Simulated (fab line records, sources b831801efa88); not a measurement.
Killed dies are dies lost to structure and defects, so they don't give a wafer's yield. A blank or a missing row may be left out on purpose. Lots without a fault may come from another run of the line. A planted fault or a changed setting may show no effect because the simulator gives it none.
Tool commonality check | flow sky130 | 11 lots, 37 wafers sampled

WHY IT WAS OPENED
At SKY_SD_N_RS_MEAS_16 the reading SD_N_RS is flagged on 2 of 11 lots. Wafers without a fault read 68.56 ohm/sq, standard deviation 0.11.
Rule: a lot is flagged when every wafer of it that has a number lies more than 4 standard deviations from that mean, or none has a number. The other lots count as sound.

lot  | measured     | on            | SD_N_RS (ohm/sq), wafer by wafer    | flag
L220 | day 29 10:25 | film_metro-03 | 68.41 68.38 68.45                   |
L221 | day 29 15:08 | film_metro-03 | 68.54 68.56 68.57                   |
L222 | day 30 13:04 | film_metro-01 | 71.15 71.17 70.99 71.14 71.03 70.96 | FLAGGED
L225 | day 31 01:26 | film_metro-01 | 71.00 71.11 71.03 70.92             | FLAGGED
L227 | day 31 20:04 | film_metro-03 | 68.56 68.60 68.48                   |
L228 | day 31 21:50 | film_metro-04 | 68.60 68.52 68.66                   |
L230 | day 32 13:34 | film_metro-01 | 68.62 68.62 68.53                   |
L232 | day 33 05:14 | film_metro-03 | 68.53 68.52 68.43                   |
L235 | day 34 01:54 | film_metro-04 | 68.60 68.55 68.55                   |
L237 | day 34 19:13 | film_metro-01 | 68.56 68.65 68.66                   |
L238 | day 34 22:52 | film_metro-03 | 68.49 68.69 68.66                   |
The numbers of the flagged lots are 71.05 ohm/sq on average: +2.49 ohm/sq against the usual, or +23 standard deviations.

WHICH TOOL RAN EACH LOT
The record holds 3 process steps before the reading, out of a route of 708 steps. In each cell: the tool, then ch and the chambers that the sampled wafers went through, then the start.
lot  | flag    | SKY_LDD_HVN_STRIP_09                 | SKY_SD_N_IMPLANT_09             | SKY_SD_N_STRIP_11
L220 |         | plasma_asher-04 ch 0,1, day 22 00:23 | implanter-01 ch 0, day 29 09:44 | plasma_asher-03 ch 0,1, day 29 10:01
L221 |         | plasma_asher-02 ch 0,1, day 22 05:34 | implanter-01 ch 0, day 29 14:28 | plasma_asher-02 ch 0,1, day 29 14:45
L222 | FLAGGED | plasma_asher-01 ch 0,1, day 23 01:55 | implanter-01 ch 0, day 30 12:24 | plasma_asher-01 ch 0,1, day 30 12:41
L225 | FLAGGED | plasma_asher-01 ch 0, day 23 15:11   | implanter-01 ch 0, day 31 00:45 | plasma_asher-03 ch 0, day 31 01:03
L227 |         | plasma_asher-02 ch 0,1, day 24 12:16 | implanter-03 ch 0, day 31 19:23 | plasma_asher-03 ch 0,1, day 31 19:41
L228 |         | plasma_asher-04 ch 0,1, day 24 15:16 | implanter-02 ch 0, day 31 21:06 | plasma_asher-03 ch 0,1, day 31 21:24
L230 |         | plasma_asher-04 ch 0,1, day 25 08:55 | implanter-03 ch 0, day 32 12:53 | plasma_asher-03 ch 0,1, day 32 13:10
L232 |         | plasma_asher-04 ch 0,1, day 25 23:23 | implanter-03 ch 0, day 33 04:33 | plasma_asher-01 ch 1, day 33 04:51
L235 |         | plasma_asher-02 ch 1, day 26 22:35   | implanter-02 ch 0, day 34 01:13 | plasma_asher-03 ch 0,1, day 34 01:30
L237 |         | plasma_asher-01 ch 0,1, day 27 18:53 | implanter-03 ch 0, day 34 18:32 | plasma_asher-02 ch 0,1, day 34 18:49
L238 |         | plasma_asher-04 ch 0,1, day 27 22:52 | implanter-02 ch 0, day 34 22:11 | plasma_asher-02 ch 0,1, day 34 22:27
What these steps do:
- SKY_LDD_HVN_STRIP_09: strips in O2/N2.
- SKY_SD_N_IMPLANT_09
- SKY_SD_N_STRIP_11: strips in O2/N2.
- SKY_SD_N_RS_MEAS_16: measures by four-point-probe.

FLAGGED OVER TOTAL, TOOL BY TOOL (the gauges that took the reading come last)
step                 | tool            | lots run | flagged | share of the flagged lots | sound lots run after its first flagged lot
SKY_LDD_HVN_STRIP_09 | plasma_asher-01 | 3        | 2       | all                       | 1 (L237)
SKY_LDD_HVN_STRIP_09 | plasma_asher-02 | 3        | 0       | none                      | -
SKY_LDD_HVN_STRIP_09 | plasma_asher-04 | 5        | 0       | none                      | -
SKY_SD_N_IMPLANT_09  | implanter-01    | 4        | 2       | all                       | 0
SKY_SD_N_IMPLANT_09  | implanter-02    | 3        | 0       | none                      | -
SKY_SD_N_IMPLANT_09  | implanter-03    | 4        | 0       | none                      | -
SKY_SD_N_STRIP_11    | plasma_asher-01 | 2        | 1       | some                      | 1 (L232)
SKY_SD_N_STRIP_11    | plasma_asher-02 | 3        | 0       | none                      | -
SKY_SD_N_STRIP_11    | plasma_asher-03 | 6        | 1       | some                      | 4 (L227,L228,L230,L235)
SKY_SD_N_RS_MEAS_16  | film_metro-01   | 4        | 2       | all                       | 2 (L230,L237)
SKY_SD_N_RS_MEAS_16  | film_metro-03   | 5        | 0       | none                      | -
SKY_SD_N_RS_MEAS_16  | film_metro-04   | 2        | 0       | none                      | -

WHAT THE TABLE ALLOWS
3 rows of the table ran every flagged lot: plasma_asher-01 at SKY_LDD_HVN_STRIP_09, implanter-01 at SKY_SD_N_IMPLANT_09, film_metro-01 at SKY_SD_N_RS_MEAS_16.
- plasma_asher-01 at SKY_LDD_HVN_STRIP_09: 2 of its 3 lots flagged. Sound lots ran on it after the first flagged one (L237), which a lasting fault on the whole tool wouldn't allow.
- implanter-01 at SKY_SD_N_IMPLANT_09: 2 of its 4 lots flagged. Its last sound lot is L221 (day 29 14:28), its first flagged lot L222 (day 30 12:24): a fault that began between those two fits. Its own readings lie more than 4 standard deviations out on every wafer of the flagged lots: faraday_current_uA.
- film_metro-01 at SKY_SD_N_RS_MEAS_16: 2 of its 4 lots flagged. Sound lots ran on it after the first flagged one (L230, L237), which a lasting fault on the whole tool wouldn't allow.
One tool is left: implanter-01 at SKY_SD_N_IMPLANT_09.

WHAT THE SIMULATOR HAD PUT IN
Process parameter drift: implanter-01, from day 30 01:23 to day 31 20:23, at SKY_SD_N_IMPLANT_09. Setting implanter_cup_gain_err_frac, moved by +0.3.
Lots struck among those shown: L222, L225. The rule above found the same.
